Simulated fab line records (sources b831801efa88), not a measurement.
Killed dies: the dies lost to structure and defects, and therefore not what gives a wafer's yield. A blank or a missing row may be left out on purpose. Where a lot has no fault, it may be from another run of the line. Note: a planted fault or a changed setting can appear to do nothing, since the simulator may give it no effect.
fab line records | flow sky130
record: lots: 11 wafers: 33 lastDay: 49
route steps=708 shown METAL1@450 VIA2@507 PAD_OPEN@708
lots untouched by any fault: they come from a run of this same line in which no faults occurred
startH: start of the lot's first displayed wafer, in hours after the record's first day | waitH: time in hours since the lot's previous step | " repeats the value in the row above | L1.1+2: several wafers, shown together as one row | - either no value or no given start | * or withheld: withheld | < > ~ a bound
route shown NAME@n: names a module that has steps shown in the file, with the first one's number in the route | usual: mean/standard deviation taken from wafers without a fault | same: alike in all rows | chamber/n: place in a boat | sites: each site's reading | _std_site: the standard deviation of these | _edge_site: mean of outer sites minus mean of inner sites | radiusMm: how far each site lies from the wafer's centre | mask NAME#n: copy n | behind: tool/chamber where the wafer was last shaped | hold: what put the lot on hold/how long, in hours/how the hold closed | device: transistor that didn't switch, given as n, p or np | end of line: the same wafers' tests at the end of the route | a step with no rows: only its recipe | killed: the dies lost at the first sort to structure and to defects; this is not the yield of the wafer | map: the dies of a wafer, with x for killed, . for not killed, _ for no die there
set.NAME: the setting that was run; set.NAME@STEP: the one run at that earlier step | model.NAME: the simulator's own value behind a step, which no gauge read
one table for each step of the route and one row for each wafer, over a sample of lots
services: when a tool's chamber went out of use (startH, in hours from the record's first day, below 0 if earlier), for how many hours, and the reason
== steps ==
step: SKY_METAL1_OVL_MEAS_16
usual: METAL1_OVL: 1/5.9
columns lot.wafer tool chamber startH waitH METAL1_OVL[nm]
L576.1 overlay-01 - 748.66 0.1 2
L576.2 " - " " 5
L576.4 " - " " 6
L577.3 overlay-01 - 763.40 0.1 11
L577.5 " - " " 15
L577.6 " - " " 4
L578.1 overlay-02 - 774.21 0.1 2
L578.2 " - " " -1
L578.5 " - " " 5
L579.2 overlay-02 - 777.16 0.1 10
L579.3 " - " " 10
L579.6 " - " " 9
L586.2 overlay-02 - 848.27 0.1 1
L586.5 " - " " -2
L586.6 " - " " 0
L587.3 overlay-01 - 850.32 0.1 -8
L587.4 " - " " -2
L587.5 " - " " -5
L588.2 overlay-02 - 866.60 0.1 0
L588.4 " - " " -1
L588.6 " - " " -4
L589.1 overlay-02 - 881.91 0.1 12
L589.2 " - " " 3
L589.3 " - " " 15
L590.3 overlay-02 - 892.25 0.1 -6
L590.5 " - " " -1
L590.6 " - " " 1
L591.3 overlay-01 - 898.02 0.1 1
L591.5 " - " " -3
L591.6 " - " " -5
L592.1 overlay-01 - 899.61 0.1 -6
L592.4 " - " " -11
L592.5 " - " " -4
step: SKY_METAL1_STRIP_20
recipe: chemistry: O2/N2 powerW: 1400 pressureMtorr: 1500 platenTempC: withheld o2FlowSccm: 3000 n2FlowSccm: 300 overashFraction: 0.5
usual: drypumpMotorCurrentA: 5.6/0.38 n2FlowSccm: 300.1/0.97 oesProductAu: 0.341/0.0049 stripTimeToEndpointS: 2.66/0.044
same: overashFraction: 0.5
columns lot.wafer tool chamber startH waitH drypumpMotorCurrentA n2FlowSccm oesProductAu rfHoursCounterH stripTimeToEndpointS
L576.1 plasmaAsher-02 1 748.88 0.1 5.9 300.1 0.346 64 2.66
L576.2 " 0 " " 5.3 302.7 0.338 64 2.70
L576.4 " 0 " " 5.3 300.6 0.351 - 2.68
L577.3 plasmaAsher-01 1 763.83 0.1 5.1 300.1 0.332 - 2.70
L577.5 " 0 " " 5.9 299.6 0.345 - 2.72
L577.6 " 1 " " 5.1 300.6 0.343 - 2.69
L578.1 plasmaAsher-01 0 774.43 0.1 5.9 299.0 0.336 99 2.71
L578.2 " 1 " " 5.1 300.8 0.344 99 2.64
L578.5 " 0 " " 5.9 299.4 0.332 - 2.71
L579.2 plasmaAsher-01 0 777.69 0.2 5.9 299.0 0.349 99 2.65
L579.3 " 0 " " 5.9 299.4 0.348 - 2.68
L579.6 " 1 " " 5.1 300.2 0.342 - 2.66
L586.2 plasmaAsher-01 0 848.48 0.1 5.9 299.4 0.344 106 2.66
L586.5 " 0 " " 5.9 299.7 0.339 - 2.68
L586.6 " 1 " " 5.1 298.8 0.344 - 2.66
L587.3 plasmaAsher-01 0 850.57 0.1 5.9 299.7 0.337 - 2.68
L587.4 " 1 " " 5.1 299.7 0.342 - 2.65
L587.5 " 1 " " 5.1 299.6 0.347 - 2.66
L588.2 plasmaAsher-03 1 866.81 0.1 5.7 300.7 0.340 12 2.68
L588.4 " 1 " " 5.7 300.0 0.338 - 2.66
L588.6 " 0 " " 6.1 300.8 0.341 - 2.62
L589.1 plasmaAsher-01 0 882.13 0.1 5.9 300.0 0.345 110 2.71
L589.2 " 1 " " 5.1 299.8 0.335 110 2.64
L589.3 " 1 " " 5.1 299.4 0.347 - 2.72
L590.3 plasmaAsher-02 1 892.50 0.1 5.9 300.2 0.333 - 2.53
L590.5 " 0 " " 5.3 299.8 0.332 - 2.54
L590.6 " 1 " " 5.9 300.5 0.344 - 2.64
L591.3 plasmaAsher-01 0 898.26 0.1 5.9 300.8 0.342 - 2.56
L591.5 " 0 " " 5.9 300.7 0.332 - 2.62
L591.6 " 1 " " 5.1 301.3 0.339 - 2.55
L592.1 plasmaAsher-03 0 899.83 0.1 6.2 301.2 0.338 15 2.70
L592.4 " 1 " " 5.7 301.2 0.347 - 2.69
L592.5 " 1 " " 5.7 301.0 0.341 - 2.69
step: SKY_VIA2_HDPCVD_00
recipe: material: SiO2 targetThkNm: 1180 sigmaOpenFrac: 0.3 timeS: 196.7 tempC: 400 sih4FlowSccm: 60 pressureMtorr: 6
usual: pressureMtorr: 6.001/0.013
columns lot.wafer tool chamber startH waitH pressureMtorr
L576.1 hdpcvd-01 1 806.00 0.0 5.995
L576.2 " 0 " " 6.020
L576.4 " 0 " " 5.992
L577.3 hdpcvd-01 2 819.48 0.0 5.987
L577.5 " 2 " " 5.965
L577.6 " 1 " " 6.010
L578.1 hdpcvd-01 1 831.11 0.0 6.005
L578.2 " 2 " " 6.026
L578.5 " 0 " " 5.992
L579.2 hdpcvd-01 1 834.21 0.0 5.994
L579.3 " 0 " " 5.980
L579.6 " 1 " " 6.000
L586.2 hdpcvd-01 0 904.06 0.0 5.990
L586.5 " 1 " " 5.980
L586.6 " 2 " " 6.006
L587.3 hdpcvd-02 0 905.81 0.0 6.014
L587.4 " 0 " " 5.993
L587.5 " 2 " " 5.979
L588.2 hdpcvd-02 2 921.13 0.0 5.992
L588.4 " 2 " " 6.008
L588.6 " 0 " " 6.002
L589.1 hdpcvd-01 0 936.77 0.0 6.002
L589.2 " 2 " " 6.006
L589.3 " 1 " " 6.000
L590.3 hdpcvd-02 0 946.38 0.0 5.978
L590.5 " 0 " " 6.002
L590.6 " 1 " " 5.987
L590.3 hdpcvd-02 0 946.67 0.2 6.002
L590.5 " 0 " " 6.003
L590.6 " 1 " " 5.995
L591.3 hdpcvd-02 0 952.96 0.0 5.967
L591.5 " 1 " " 5.994
L591.6 " 0 " " 5.998
L591.3 hdpcvd-02 0 953.44 0.4 5.992
L591.5 " 1 " " 6.003
L591.6 " 0 " " 6.008
L592.1 hdpcvd-02 1 953.31 0.0 5.999
L592.4 " 2 " " 6.010
L592.5 " 0 " " 5.993
L592.1 hdpcvd-02 1 953.61 0.2 5.993
L592.4 " 2 " " 6.010
L592.5 " 0 " " 5.999
step: SKY_VIA2_THK_MEAS_01
recipe: reads: SiO2_of_VIA2_HDPCVD_00
usual: VIA2_HDPCVD_THK: 1183/12
columns lot.wafer tool chamber startH waitH VIA2_HDPCVD_THK[nm]
L576.1 filmMetro-01 - 806.13 0.1 1189
L576.2 " - " " 1178
L576.4 " - " " 1178
L577.3 filmMetro-03 - 819.62 0.1 1199
L577.5 " - " " 1201
L577.6 " - " " 1207
L578.1 filmMetro-03 - 831.24 0.1 1188
L578.2 " - " " 1170
L578.5 " - " " 1169
L579.2 filmMetro-03 - 834.35 0.1 1195
L579.3 " - " " 1174
L579.6 " - " " 1182
L586.2 filmMetro-03 - 904.20 0.1 1169
L586.5 " - " " 1179
L586.6 " - " " 1180
L587.3 filmMetro-03 - 905.96 0.1 1175
L587.4 " - " " 1176
L587.5 " - " " 1182
L588.2 filmMetro-01 - 921.26 0.1 1186
L588.4 " - " " 1189
L588.6 " - " " 1182
L589.1 filmMetro-02 - 936.90 0.1 1189
L589.2 " - " " 1184
L589.3 " - " " 1202
L590.3 filmMetro-01 - 946.82 0.1 2344
L590.5 " - " " 2346
L590.6 " - " " 2356
L591.3 filmMetro-03 - 953.58 0.1 2381
L591.5 " - " " 2392
L591.6 " - " " 2362
L592.1 filmMetro-03 - 953.73 0.1 2384
L592.4 " - " " 2377
L592.5 " - " " 2351
step: SKY_VIA2_ETCH_15
recipe: target: SiO2 chemistry: C4F8/O2/Ar targetDepthNm: 546 stopOn: TiN maskMaterial: KrF-thick sourceW: 1500 biasW: 1200 pressureMtorr: 40 c4f8FlowSccm: withheld O2_flow_sccm: 6 Ar_flow_sccm: 300 timeS: 84
usual: oesProductAu: 0.939/0.0047
columns lot.wafer tool chamber startH waitH oesProductAu rfHoursCounterH
L576.1 rieDiel-04 3 833.02 0.0 0.942 4
L576.2 " 0 " " 0.945 14
L576.4 " 1 " " 0.939 8
L577.3 rieDiel-04 1 846.68 0.0 0.935 8
L577.5 " 3 " " 0.942 -
L577.6 " 1 " " 0.945 -
L578.1 rieDiel-03 2 858.43 0.0 0.934 23
L578.2 " 0 " " 0.929 16
L578.5 " 0 " " 0.928 -
L579.2 rieDiel-03 2 860.93 0.0 0.941 23
L579.3 " 0 " " 0.937 16
L579.6 " 1 " " 0.941 -
L586.2 rieDiel-04 0 929.42 0.0 0.932 16
L586.5 " 1 " " 0.940 -
L586.6 " 0 " " 0.941 -
L587.3 rieDiel-01 3 931.22 0.0 0.939 10
L587.4 " 2 " " 0.942 19
L587.5 " 2 " " 0.943 -
L588.2 rieDiel-03 3 946.58 0.0 0.946 17
L588.4 " 0 " " 0.947 19
L588.6 " 0 " " 0.934 -
L589.1 rieDiel-04 3 961.97 0.0 0.946 7
L589.2 " 1 " " 0.931 11
L589.3 " 0 " " 0.926 17
L590.3 rieDiel-01 2 970.74 0.0 0.937 20
L590.5 " 2 " " 0.947 -
L590.6 " 1 " " 0.944 -
L591.3 rieDiel-03 0 976.43 0.0 0.938 19
L591.5 " 0 " " 0.941 -
L591.6 " 1 " " 0.941 -
L592.1 rieDiel-01 0 977.59 0.0 0.930 9
L592.4 " 3 " " 0.940 12
L592.5 " 1 " " 0.939 -
step: SKY_PAD_OPEN_PROBE_99
usual: defectLimitedYield: 82.3/1.9 killed_at_M0_to_M3: 44/7.6 killed_at_M4_up: 3.2/1.7 killedAtContacts: 24/5.7 killedAtFrontEnd: 16/3.9 killedAtOther: 0.2/0.45 killedDies: 87/9.5 killedOpen: 47/6.9 killedShort: 40/5.8 sort_bin_3_pad_short: 0.9/0.4 sort_bin_5_function: 10.4/1.4 sort_bin_6_memory: 6.4/1.1 sortNPass: 405/9.5 sortYieldPct: 82.3/1.9
same: grossDies: 492 killedAtBackSide: 0 sort_bin_4_leakage[%]: 0 sort_bin_8_speed[%]: 0
columns lot.wafer tool chamber startH waitH defectLimitedYield[%] killed_at_M0_to_M3 killed_at_M4_up killedAtContacts killedAtFrontEnd killedAtOther killedDies killedOpen killedShort sort_bin_3_pad_short[%] sort_bin_5_function[%] sort_bin_6_memory[%] sortNPass sortYieldPct[%]
L576.1 prober-02 - 1061.72 0.1 83.9 34 0 27 18 0 79 41 38 1.4 11.0 3.7 413 83.9
L576.2 prober-02 - 1061.77 0.1 79.7 57 3 22 18 0 100 56 44 1.0 12.2 7.1 392 79.7
L576.4 prober-02 - 1061.87 0.2 79.3 47 1 32 22 0 102 66 36 0.4 13.8 6.5 390 79.3
L590.3 prober-01 - 1174.26 0.2 82.7 52 3 22 8 0 85 43 42 0.4 9.3 7.5 407 82.7
L590.5 prober-01 - 1174.36 0.2 82.7 39 5 26 15 0 85 43 42 1.0 9.3 6.9 407 82.7
L590.6 prober-01 - 1174.41 0.2 78.7 59 2 27 17 0 105 67 38 0.6 12.6 8.1 387 78.7
L591.5 prober-02 - 1174.67 0.2 83.3 33 4 28 17 0 82 44 38 1.4 11.0 4.3 410 83.3
L592.5 prober-01 - 1175.86 0.2 81.9 52 2 18 17 0 89 44 45 0.4 10.8 6.9 403 81.9
killed by level:class
L576.1 VIA1:geometricParticle:open=11 CONTACT:geometricParticle:open=11 LOCAL_INTERCONNECT:geometricParticle:short=7 VIA2:geometricParticle:open=6 FIELD_ISO:geometricParticle:short=5 CONTACT:geometricParticle:short=5 POLY_GATE:geometricParticle:short=4 VIA3:geometricParticle:open=4
L576.2 VIA1:geometricParticle:open=15 LI_CONTACT:geometricParticle:open=8 VIA1:geometricParticle:short=8 VIA3:geometricParticle:open=8 CONTACT:geometricParticle:open=7 METAL1:geometricParticle:short=7 POLY_GATE:geometricParticle:short=6 VIA2:geometricParticle:open=6
L576.4 VIA1:geometricParticle:open=16 CONTACT:geometricParticle:open=11 LI_CONTACT:geometricParticle:open=8 VIA2:geometricParticle:open=8 CONTACT:geometricParticle:short=7 POLY_GATE:geometricParticle:open=6 VIA1:geometricParticle:short=6 FIELD_ISO:geometricParticle:open=4
L590.3 VIA1:geometricParticle:open=11 METAL2:geometricParticle:short=10 CONTACT:geometricParticle:open=8 VIA3:geometricParticle:open=6 VIA2:geometricParticle:open=6 METAL1:geometricParticle:short=6 VIA1:geometricParticle:short=5 LI_CONTACT:geometricParticle:short=4
L590.5 VIA1:geometricParticle:open=9 FIELD_ISO:geometricParticle:short=6 CONTACT:geometricParticle:open=6 LOCAL_INTERCONNECT:geometricParticle:short=6 VIA2:geometricParticle:open=6 FIELD_ISO:geometricParticle:open=5 LI_CONTACT:geometricParticle:open=5 CONTACT:geometricParticle:short=5
L590.6 VIA3:geometricParticle:open=14 VIA1:geometricParticle:open=14 CONTACT:geometricParticle:open=9 VIA2:geometricParticle:open=7 FIELD_ISO:geometricParticle:open=6 LI_CONTACT:geometricParticle:open=5 LOCAL_INTERCONNECT:geometricParticle:short=5 VIA2:geometricParticle:short=5
L591.5 VIA2:geometricParticle:open=9 LI_CONTACT:geometricParticle:open=8 CONTACT:geometricParticle:open=8 VIA1:geometricParticle:open=6 FIELD_ISO:geometricParticle:short=5 CONTACT:geometricParticle:short=4 SPACER:geometricParticle:short=4 METAL3:geometricParticle:short=4
L592.5 VIA1:geometricParticle:open=14 METAL2:geometricParticle:short=11 VIA3:geometricParticle:open=8 FIELD_ISO:geometricParticle:short=6 LI_CONTACT:geometricParticle:short=5 LI_CONTACT:geometricParticle:open=5 VIA2:geometricParticle:short=5 CONTACT:geometricParticle:open=4
== services ==
columns tool chamber startH hours kind
rieDiel-04 0 725.30 13.0 repair
plasmaAsher-03 - 733.75 9.0 pm
rieDiel-01 1 738.36 3.1 repair
rieDiel-01 2 740.48 17.9 repair
hdpcvd-01 1 743.33 4.1 repair
hdpcvd-01 0 749.52 6.9 repair
rieDiel-01 0 758.35 34.6 repair
rieDiel-03 3 790.09 3.4 repair
rieDiel-04 0 812.70 7.5 repair
hdpcvd-02 - 816.80 2.8 pm
hdpcvd-02 - 831.58 5.5 pm
rieDiel-01 1 833.97 6.7 repair
rieDiel-04 2 844.01 2.8 repair
plasmaAsher-03 - 853.48 3.8 repair
rieDiel-03 - 855.88 0.6 repair
rieDiel-03 0 910.92 5.7 repair
rieDiel-04 3 924.97 5.6 repair
rieDiel-03 - 932.45 0.3 repair
plasmaAsher-01 - 944.10 0.9 repair
hdpcvd-01 - 950.25 15.0 pm
hdpcvd-01 0 950.25 15.0 ventCycle
hdpcvd-01 1 950.25 15.0 ventCycle
hdpcvd-01 2 950.25 15.0 ventCycle
hdpcvd-01 0 965.25 - clean
== key ==
firstSign: step: SKY_VIA2_HDPCVD_00 reading: visit direction: added
effect: step: SKY_VIA2_THK_MEAS_01 reading: VIA2_HDPCVD_THK direction: up sigmas: 99+ usual: 1183 struck: 2366
metAt SKY_VIA2_HDPCVD_00
struckLots L590,L591,L592
notActingAt SKY_METAL1_OVL_MEAS_16,SKY_METAL1_STRIP_20,SKY_VIA2_ETCH_15
fault: kind: repeatedStepWhole tool: hdpcvd-01,hdpcvd-02 chamber: - onsetH: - steps: SKY_VIA2_HDPCVD_00 times: 1 scope: struckLotsOnly
